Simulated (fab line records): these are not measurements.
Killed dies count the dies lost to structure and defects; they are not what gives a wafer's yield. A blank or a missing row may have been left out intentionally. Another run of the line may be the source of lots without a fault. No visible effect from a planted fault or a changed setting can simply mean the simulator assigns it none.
fab line records + flow sky130
[record]
- lots = 12
- wafers = 36
- last_day = 50
route steps=708 shown VT_ADJUST_PCH@152 GATE_OXIDE@197 RES_PROTECT@215 LDD_N@253 PAD_OPEN@708
lots that met no fault: taken from a fault-free run of the same line
start_h: hours from the record's opening day to when the first of the lot's shown wafers began + wait_h: how many hours have passed since the lot's step before this one + " as in the row above + L1.1+2: one row covering several wafers at once + - either no value or no given start + * or withheld: withheld + < > ~ a bound
route shown NAME@n: NAME is a module with steps in the file, n the number in the route of the first one + usual: mean/standard deviation of fault-free wafers + same: alike in all rows + chamber/n: place in a boat + sites: readings site by site + _std_site: the standard deviation of these + _edge_site: mean of outer sites minus mean of inner sites + radius_mm: how far each site lies from the wafer's centre + mask NAME#n: copy n + behind: the last tool/chamber to shape the wafer + hold: cause of the lot's hold/its duration in hours/its outcome + device: the n, p or np transistor that did not switch + end of line: the route-end tests of the same wafers + where a step has no rows: the recipe by itself + killed: dies lost to structure and defects at the first sort, not the wafer's yield + map: a wafer's dies, x killed, . not, _ none there
set.NAME: the run value of the setting; set.NAME@STEP: its run value at that earlier step + model.NAME: the simulator's own value behind a step, which no gauge read
the route's steps for a sample of lots (tables are steps, rows are wafers)
services: a tool's chamber out of use, with start hour (start_h, from the record's first day; less than 0 if before it), hours out, and reason
[[steps]]
[step SKY_VT_ADJUST_PCH_STRIP_09]
[recipe]
- chemistry = O2/N2
- power_w = 1400
- pressure_mtorr = 1500
- platen_temp_c = withheld
- o2_flow_sccm = 3000
- n2_flow_sccm = 300
- overash_fraction = 0.5
[usual]
- drypump_motor_current_A = 5.52/0.13
- oes_product_au = 0.722/0.0044
- overash_fraction = 0.5/0
- strip_time_to_endpoint_s = 36.93/0.11
| lot.wafer | tool            | chamber | start_h | wait_h | drypump_motor_current_A | oes_product_au | overash_fraction | rf_hours_counter_h | strip_time_to_endpoint_s |
|-----------|-----------------|---------|---------|--------|-------------------------|----------------|------------------|--------------------|--------------------------|
| L285.1    | plasma_asher-04 | 0       | 225.03  | 0.1    | 5.69                    | 0.725          | 0.5              | 11                 | 36.93                    |
| L285.4    | "               | 0       | "       | "      | 5.67                    | 0.717          | 0.5              | -                  | 36.78                    |
| L285.6    | "               | 0       | "       | "      | 5.67                    | 0.729          | 0.5              | -                  | 36.88                    |
| L292.2    | plasma_asher-02 | 1       | 277.52  | 0.1    | 5.58                    | 0.724          | 0.5              | 45                 | 36.91                    |
| L292.4    | "               | 0       | "       | "      | 5.35                    | 0.721          | 0.5              | -                  | 36.83                    |
| L292.6    | "               | 1       | "       | "      | 5.58                    | 0.722          | 0.5              | -                  | 36.99                    |
| L293.2    | plasma_asher-02 | 0       | 282.78  | 0.1    | 5.33                    | 0.727          | 0.5              | 45                 | 36.83                    |
| L293.4    | "               | 0       | "       | "      | 5.33                    | 0.721          | 0.5              | -                  | 36.89                    |
| L293.5    | "               | 0       | "       | "      | 5.33                    | 0.717          | 0.5              | -                  | 37.01                    |
| L299.3    | plasma_asher-02 | 0       | 325.06  | 0.1    | 5.36                    | 0.719          | 0.5              | -                  | 37.21                    |
| L299.4    | "               | 1       | "       | "      | 5.59                    | 0.730          | 0.5              | -                  | 37.23                    |
| L299.5    | "               | 1       | "       | "      | 5.59                    | 0.723          | 0.5              | -                  | 37.23                    |
| L300.2    | plasma_asher-02 | 1       | 336.62  | 0.1    | 5.59                    | 0.716          | 0.5              | 51                 | 36.86                    |
| L300.3    | "               | 0       | "       | "      | 5.35                    | 0.723          | 0.5              | -                  | 36.70                    |
| L300.6    | "               | 0       | "       | "      | 5.35                    | 0.720          | 0.5              | -                  | 36.75                    |
| L301.3    | plasma_asher-02 | 1       | 346.35  | 0.1    | 5.60                    | 0.725          | 0.5              | -                  | 36.95                    |
| L301.4    | "               | 0       | "       | "      | 5.35                    | 0.723          | 0.5              | -                  | 36.89                    |
| L301.5    | "               | 0       | "       | "      | 5.33                    | 0.713          | 0.5              | -                  | 36.93                    |
| L302.3    | plasma_asher-02 | 1       | 354.16  | 0.1    | 5.59                    | 0.718          | 0.5              | -                  | 36.87                    |
| L302.4    | "               | 0       | "       | "      | 5.35                    | 0.720          | 0.5              | -                  | 36.78                    |
| L302.6    | "               | 0       | "       | "      | 5.34                    | 0.721          | 0.5              | -                  | 36.77                    |
| L303.2    | plasma_asher-02 | 0       | 361.56  | 0.1    | 5.37                    | 0.727          | 0.5              | 54                 | 36.95                    |
| L303.3    | "               | 1       | "       | "      | 5.60                    | 0.718          | 0.5              | -                  | 36.97                    |
| L303.4    | "               | 0       | "       | "      | 5.37                    | 0.723          | 0.5              | -                  | 36.87                    |
| L304.1    | plasma_asher-02 | 1       | 370.76  | 0.1    | 5.60                    | 0.723          | 0.5              | 55                 | 37.07                    |
| L304.3    | "               | 0       | "       | "      | 5.35                    | 0.721          | 0.5              | -                  | 36.98                    |
| L304.4    | "               | 1       | "       | "      | 5.58                    | 0.722          | 0.5              | -                  | 36.92                    |
| L306.1    | plasma_asher-04 | 0       | 386.66  | 0.1    | 5.67                    | 0.720          | 0.5              | 27                 | 36.86                    |
| L306.4    | "               | 0       | "       | "      | 5.66                    | 0.728          | 0.5              | -                  | 36.93                    |
| L306.5    | "               | 1       | "       | "      | 5.43                    | 0.730          | 0.5              | -                  | 36.95                    |
| L307.1    | plasma_asher-03 | 0       | 393.17  | 0.1    | 5.65                    | 0.726          | 0.5              | 66                 | 36.93                    |
| L307.2    | "               | 1       | "       | "      | 5.67                    | 0.724          | 0.5              | 66                 | 36.87                    |
| L307.4    | "               | 0       | "       | "      | 5.64                    | 0.719          | 0.5              | -                  | 36.77                    |
| L308.2    | plasma_asher-03 | 0       | 403.21  | 0.1    | 5.63                    | 0.724          | 0.5              | 66                 | 36.94                    |
| L308.4    | "               | 1       | "       | "      | 5.69                    | 0.721          | 0.5              | -                  | 36.82                    |
| L308.5    | "               | 1       | "       | "      | 5.69                    | 0.712          | 0.5              | -                  | 36.99                    |
[step SKY_GATE_OXIDE_OVL_MEAS_10]
[usual]
- GATE_OXIDE_OVL = 0.2/1.3
| lot.wafer | tool       | chamber | start_h | wait_h | GATE_OXIDE_OVL[nm] |
|-----------|------------|---------|---------|--------|--------------------|
| L285.1    | overlay-02 | -       | 307.14  | 0.1    | 1.2                |
| L285.4    | "          | -       | "       | "      | 0.8                |
| L285.6    | "          | -       | "       | "      | 0.3                |
| L292.2    | overlay-02 | -       | 363.35  | 0.1    | 2.3                |
| L292.4    | "          | -       | "       | "      | 1.5                |
| L292.6    | "          | -       | "       | "      | 0.9                |
| L293.2    | overlay-01 | -       | 371.08  | 0.1    | -0.3               |
| L293.4    | "          | -       | "       | "      | 0.3                |
| L293.5    | "          | -       | "       | "      | -0.3               |
| L299.3    | overlay-02 | -       | 420.68  | 0.1    | 0.7                |
| L299.4    | "          | -       | "       | "      | -0.1               |
| L299.5    | "          | -       | "       | "      | 0.3                |
| L300.2    | overlay-02 | -       | 429.25  | 0.1    | -0.9               |
| L300.3    | "          | -       | "       | "      | -0.1               |
| L300.6    | "          | -       | "       | "      | 1.0                |
| L301.3    | overlay-02 | -       | 445.90  | 0.1    | -2.2               |
| L301.4    | "          | -       | "       | "      | -1.8               |
| L301.5    | "          | -       | "       | "      | -2.6               |
| L302.3    | overlay-01 | -       | 452.85  | 0.1    | 0.0                |
| L302.4    | "          | -       | "       | "      | -1.8               |
| L302.6    | "          | -       | "       | "      | 0.9                |
| L303.2    | overlay-01 | -       | 458.74  | 0.1    | 1.5                |
| L303.3    | "          | -       | "       | "      | -1.8               |
| L303.4    | "          | -       | "       | "      | 1.8                |
| L304.1    | overlay-02 | -       | 466.09  | 0.1    | 2.1                |
| L304.3    | "          | -       | "       | "      | 2.1                |
| L304.4    | "          | -       | "       | "      | 1.4                |
| L306.1    | overlay-02 | -       | 487.29  | 0.1    | 1.2                |
| L306.4    | "          | -       | "       | "      | 1.4                |
| L306.5    | "          | -       | "       | "      | 1.7                |
| L307.1    | overlay-01 | -       | 491.29  | 0.1    | 0.1                |
| L307.2    | "          | -       | "       | "      | 2.6                |
| L307.4    | "          | -       | "       | "      | 1.9                |
| L308.2    | overlay-01 | -       | 501.43  | 0.1    | 1.9                |
| L308.4    | "          | -       | "       | "      | 2.0                |
| L308.5    | "          | -       | "       | "      | 1.3                |
[step SKY_RES_PROTECT_TW_MEAS_08]
[usual]
- POLY_GATE_TW = 4064/26
| lot.wafer | tool          | chamber | start_h | wait_h | POLY_GATE_TW |
|-----------|---------------|---------|---------|--------|--------------|
| L285.1    | film_metro-04 | -       | 339.74  | 0.1    | 4105         |
| L285.4    | "             | -       | "       | "      | 4100         |
| L285.6    | "             | -       | "       | "      | 4097         |
| L292.2    | film_metro-04 | -       | 395.49  | 0.1    | 4111         |
| L292.4    | "             | -       | "       | "      | 4093         |
| L292.6    | "             | -       | "       | "      | 4092         |
| L293.2    | film_metro-03 | -       | 405.84  | 0.1    | 4021         |
| L293.4    | "             | -       | "       | "      | 4033         |
| L293.5    | "             | -       | "       | "      | 4003         |
| L299.3    | film_metro-01 | -       | 455.91  | 0.1    | 4089         |
| L299.4    | "             | -       | "       | "      | 4079         |
| L299.5    | "             | -       | "       | "      | 4074         |
| L300.2    | film_metro-03 | -       | 463.55  | 0.1    | 4058         |
| L300.3    | "             | -       | "       | "      | 4017         |
| L300.6    | "             | -       | "       | "      | 4048         |
| L301.3    | film_metro-01 | -       | 480.86  | 0.1    | 4096         |
| L301.4    | "             | -       | "       | "      | 4089         |
| L301.5    | "             | -       | "       | "      | 4079         |
| L302.3    | film_metro-04 | -       | 487.04  | 0.1    | 4077         |
| L302.4    | "             | -       | "       | "      | 4094         |
| L302.6    | "             | -       | "       | "      | 4082         |
| L303.2    | film_metro-03 | -       | 492.70  | 0.1    | 4031         |
| L303.3    | "             | -       | "       | "      | 4030         |
| L303.4    | "             | -       | "       | "      | 4048         |
| L304.1    | film_metro-03 | -       | 500.64  | 0.1    | 4029         |
| L304.3    | "             | -       | "       | "      | 4015         |
| L304.4    | "             | -       | "       | "      | 4031         |
| L306.1    | film_metro-01 | -       | 521.24  | 0.1    | 4085         |
| L306.4    | "             | -       | "       | "      | 4070         |
| L306.5    | "             | -       | "       | "      | 4075         |
| L307.1    | film_metro-03 | -       | 525.42  | 0.1    | 4035         |
| L307.2    | "             | -       | "       | "      | 4032         |
| L307.4    | "             | -       | "       | "      | 4015         |
| L308.2    | film_metro-04 | -       | 535.00  | 0.1    | 4042         |
| L308.4    | "             | -       | "       | "      | 4076         |
| L308.5    | "             | -       | "       | "      | 4059         |
[step SKY_LDD_N_STRIP_16]
[recipe]
- chemistry = O2/N2
- power_w = 1400
- pressure_mtorr = 1500
- platen_temp_c = withheld
- o2_flow_sccm = 3000
- n2_flow_sccm = 300
- overash_fraction = 0.5
[usual]
- drypump_motor_current_A = 5.57/0.2
- oes_product_au = 0.408/0.0049
- overash_fraction = 0.5/0
- strip_time_to_endpoint_s = 4.317/0.015
| lot.wafer | tool            | chamber | start_h | wait_h | drypump_motor_current_A | oes_product_au | overash_fraction | rf_hours_counter_h | strip_time_to_endpoint_s |
|-----------|-----------------|---------|---------|--------|-------------------------|----------------|------------------|--------------------|--------------------------|
| L285.1    | plasma_asher-01 | 1       | 403.58  | 0.1    | 5.95                    | 0.418          | 0.5              | 74                 | 4.297                    |
| L285.4    | "               | 0       | "       | "      | 5.45                    | 0.409          | 0.5              | -                  | 4.293                    |
| L285.6    | "               | 0       | "       | "      | 5.45                    | 0.396          | 0.5              | -                  | 4.310                    |
| L292.2    | plasma_asher-01 | 1       | 463.96  | 0.1    | 5.93                    | 0.415          | 0.3              | 81                 | 4.332                    |
| L292.4    | "               | 1       | "       | "      | 5.95                    | 0.414          | 0.3              | -                  | 4.348                    |
| L292.6    | "               | 1       | "       | "      | 5.96                    | 0.412          | 0.3              | -                  | 4.327                    |
| L293.2    | plasma_asher-01 | 0       | 471.96  | 0.1    | 5.47                    | 0.413          | 0.5              | 81                 | 4.330                    |
| L293.4    | "               | 1       | "       | "      | 5.95                    | 0.405          | 0.3              | -                  | 4.327                    |
| L293.5    | "               | 0       | "       | "      | 5.45                    | 0.409          | 0.5              | -                  | 4.317                    |
| L299.3    | plasma_asher-02 | 0       | 524.57  | 0.1    | 5.33                    | 0.411          | 0.5              | -                  | 4.333                    |
| L299.4    | "               | 1       | "       | "      | 5.59                    | 0.406          | 0.5              | -                  | 4.346                    |
| L299.5    | "               | 0       | "       | "      | 5.34                    | 0.410          | 0.5              | -                  | 4.331                    |
| L300.2    | plasma_asher-02 | 0       | 529.63  | 0.1    | 5.36                    | 0.407          | 0.5              | 71                 | 4.319                    |
| L300.3    | "               | 0       | "       | "      | 5.35                    | 0.403          | 0.5              | -                  | 4.337                    |
| L300.6    | "               | 1       | "       | "      | 5.59                    | 0.407          | 0.5              | -                  | 4.335                    |
| L301.3    | plasma_asher-02 | 1       | 547.14  | 0.1    | 5.60                    | 0.402          | 0.5              | -                  | 4.294                    |
| L301.4    | "               | 0       | "       | "      | 5.34                    | 0.404          | 0.5              | -                  | 4.321                    |
| L301.5    | "               | 1       | "       | "      | 5.59                    | 0.414          | 0.5              | -                  | 4.298                    |
| L302.3    | plasma_asher-02 | 1       | 551.79  | 0.1    | 5.60                    | 0.405          | 0.5              | -                  | 4.308                    |
| L302.4    | "               | 0       | "       | "      | 5.34                    | 0.409          | 0.5              | -                  | 4.305                    |
| L302.6    | "               | 1       | "       | "      | 5.58                    | 0.409          | 0.5              | -                  | 4.302                    |
| L303.2    | plasma_asher-02 | 0       | 558.21  | 0.1    | 5.36                    | 0.404          | 0.5              | 74                 | 4.319                    |
| L303.3    | "               | 1       | "       | "      | 5.60                    | 0.405          | 0.5              | -                  | 4.340                    |
| L303.4    | "               | 0       | "       | "      | 5.37                    | 0.407          | 0.5              | -                  | 4.315                    |
| L304.1    | plasma_asher-04 | 0       | 565.61  | 0.1    | 5.69                    | 0.394          | 0.5              | 45                 | 4.297                    |
| L304.3    | "               | 1       | "       | "      | 5.39                    | 0.404          | 0.5              | -                  | 4.315                    |
| L304.4    | "               | 0       | "       | "      | 5.67                    | 0.401          | 0.5              | -                  | 4.336                    |
| L306.1    | plasma_asher-04 | 1       | 585.15  | 0.1    | 5.40                    | 0.412          | 0.5              | 47                 | 4.331                    |
| L306.4    | "               | 0       | "       | "      | 5.71                    | 0.406          | 0.5              | -                  | 4.318                    |
| L306.5    | "               | 1       | "       | "      | 5.42                    | 0.403          | 0.5              | -                  | 4.318                    |
| L307.1    | plasma_asher-01 | 0       | 591.08  | 0.1    | 5.45                    | 0.404          | 0.5              | 93                 | 4.311                    |
| L307.2    | "               | 1       | "       | "      | 5.99                    | 0.402          | 0.5              | 93                 | 4.303                    |
| L307.4    | "               | 0       | "       | "      | 5.45                    | 0.413          | 0.5              | -                  | 4.300                    |
| L308.2    | plasma_asher-01 | 0       | 599.40  | 0.1    | 5.45                    | 0.410          | 0.5              | 93                 | 4.308                    |
| L308.4    | "               | 1       | "       | "      | 5.88                    | 0.404          | 0.5              | -                  | 4.307                    |
| L308.5    | "               | 0       | "       | "      | 5.45                    | 0.416          | 0.5              | -                  | 4.303                    |
[step SKY_PAD_OPEN_PROBE_99]
[usual]
- killed_at_M0_to_M3 = 43/6.5
- killed_at_M4_up = 3.2/1.8
- killed_at_contacts = 26/5.2
- killed_at_front_end = 16/4.8
- killed_at_other = 0.3/0.6
- killed_dies = 89/9.6
- killed_on_rim = 17/3.7
- killed_open = 48/7.1
- killed_short = 40/6.4
[same]
- gross_dies = 492
- killed_at_back_side = 0
| lot.wafer | tool      | chamber | start_h | wait_h | killed_at_M0_to_M3 | killed_at_M4_up | killed_at_contacts | killed_at_front_end | killed_at_other | killed_dies | killed_on_rim | killed_open | killed_short |
|-----------|-----------|---------|---------|--------|--------------------|-----------------|--------------------|---------------------|-----------------|-------------|---------------|-------------|--------------|
| L292.2    | prober-02 | -       | 1117.54 | 0.1    | 38                 | 5               | 24                 | 13                  | 0               | 80          | 15            | 47          | 33           |
| L292.4    | prober-02 | -       | 1117.64 | 0.2    | 41                 | 4               | 21                 | 20                  | 1               | 87          | 18            | 43          | 43           |
| L292.6    | prober-02 | -       | 1117.74 | 0.2    | 52                 | 2               | 22                 | 20                  | 0               | 96          | 20            | 49          | 47           |
| L299.3    | prober-01 | -       | 1154.16 | 0.2    | 55                 | 4               | 32                 | 11                  | 0               | 102         | 22            | 56          | 46           |
| L299.4    | prober-01 | -       | 1154.21 | 0.2    | 47                 | 0               | 23                 | 16                  | 0               | 86          | 21            | 48          | 38           |
| L299.5    | prober-01 | -       | 1154.26 | 0.2    | 44                 | 1               | 16                 | 11                  | 0               | 72          | 15            | 39          | 32           |
// killed by level:class
L292.2 LI_CONTACT:geometric_particle:open=10 VIA3:geometric_particle:open=7 VIA1:geometric_particle:open=7 VIA2:geometric_particle:open=7 CONTACT:geometric_particle:open=6 VIA1:geometric_particle:short=6 FIELD_ISO:geometric_particle:open=5 METAL4:geometric_particle:short=5
L292.4 CONTACT:geometric_particle:open=9 METAL1:geometric_particle:short=8 LI_CONTACT:geometric_particle:open=7 VIA1:geometric_particle:short=6 VIA1:geometric_particle:open=6 VIA3:geometric_particle:open=6 FIELD_ISO:geometric_particle:short=5 VIA3:geometric_particle:short=5
L292.6 VIA1:geometric_particle:open=14 VIA3:geometric_particle:open=8 CONTACT:geometric_particle:open=8 FIELD_ISO:geometric_particle:short=6 METAL3:geometric_particle:short=5 FIELD_ISO:geometric_particle:open=4 POLY_GATE:geometric_particle:short=4 LOCAL_INTERCONNECT:geometric_particle:short=4
L299.3 VIA1:geometric_particle:open=13 CONTACT:geometric_particle:open=12 METAL1:geometric_particle:short=9 LOCAL_INTERCONNECT:geometric_particle:short=7 VIA1:geometric_particle:short=7 VIA3:geometric_particle:open=7 VIA2:geometric_particle:open=7 LI_CONTACT:geometric_particle:open=6
L299.4 LI_CONTACT:geometric_particle:open=11 VIA1:geometric_particle:open=7 VIA2:geometric_particle:open=7 CONTACT:geometric_particle:open=6 METAL1:geometric_particle:short=6 METAL2:geometric_particle:short=6 POLY_GATE:geometric_particle:short=5 VIA3:geometric_particle:open=5
L299.5 VIA3:geometric_particle:open=8 VIA1:geometric_particle:open=8 CONTACT:geometric_particle:open=7 LI_CONTACT:geometric_particle:open=4 METAL3:geometric_particle:short=4 CONTACT:geometric_particle:short=4 METAL1:geometric_particle:open=4 METAL1:geometric_particle:short=4
[[services]]
| tool            | chamber | start_h | hours | kind       |
|-----------------|---------|---------|-------|------------|
| plasma_asher-01 | -       | 206.80  | 1.6   | repair     |
| plasma_asher-03 | -       | 227.99  | 5.0   | repair     |
| plasma_asher-04 | -       | 231.82  | 2.7   | repair     |
| plasma_asher-03 | -       | 322.64  | 28.1  | pm         |
| plasma_asher-02 | -       | 335.01  | 0.8   | repair     |
| plasma_asher-03 | -       | 394.04  | 3.6   | repair     |
| plasma_asher-03 | -       | 396.44  | 2.7   | repair     |
| plasma_asher-03 | -       | 421.25  | 9.0   | pm         |
| plasma_asher-03 | 0       | 421.25  | 9.0   | vent_cycle |
| plasma_asher-03 | 1       | 421.25  | 9.0   | vent_cycle |
| plasma_asher-03 | 0       | 430.25  | -     | clean      |
| plasma_asher-03 | 1       | 430.25  | -     | clean      |
| plasma_asher-02 | -       | 444.88  | 4.1   | repair     |
| plasma_asher-02 | -       | 461.16  | 4.0   | repair     |
| plasma_asher-01 | -       | 495.65  | 0.6   | repair     |
| plasma_asher-01 | -       | 501.15  | 10.0  | pm         |
| plasma_asher-04 | -       | 507.72  | 1.7   | repair     |
| plasma_asher-04 | -       | 540.73  | 5.8   | repair     |
[[key]]
[first_sign]
- step = SKY_LDD_N_STRIP_16
- reading = overash_fraction
- direction = down
- sigmas = 99+
- usual = 0.5
- struck = 0.3
effect none on later readings
met_at SKY_LDD_N_STRIP_16
struck_lots L292,L293
struck_wafers L292.2,L292.4,L292.6,L293.4
tester_left_out L292,L293
not_acting_at SKY_VT_ADJUST_PCH_STRIP_09,SKY_GATE_OXIDE_OVL_MEAS_10,SKY_RES_PROTECT_TW_MEAS_08
onset_between 403.58 463.96
[fault]
- kind = process_parameter_drift
- tool = plasma_asher-01
- chamber = 1
- onset_h = 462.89
- steps = SKY_LDD_N_STRIP_16
- channel = overash_fraction
- offset = -0.2
- shape = step
- end_h = 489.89
- acts_in = these_recipes_only
- stated = 0.5
// tester_left_out: of these lots the tester's yield and bins aren't shown, on N5 and GAA mostly nor the transistor test; their killed dies are dies lost to structure and defects alone, not to doping, threshold or leakage, so they don't give the yield
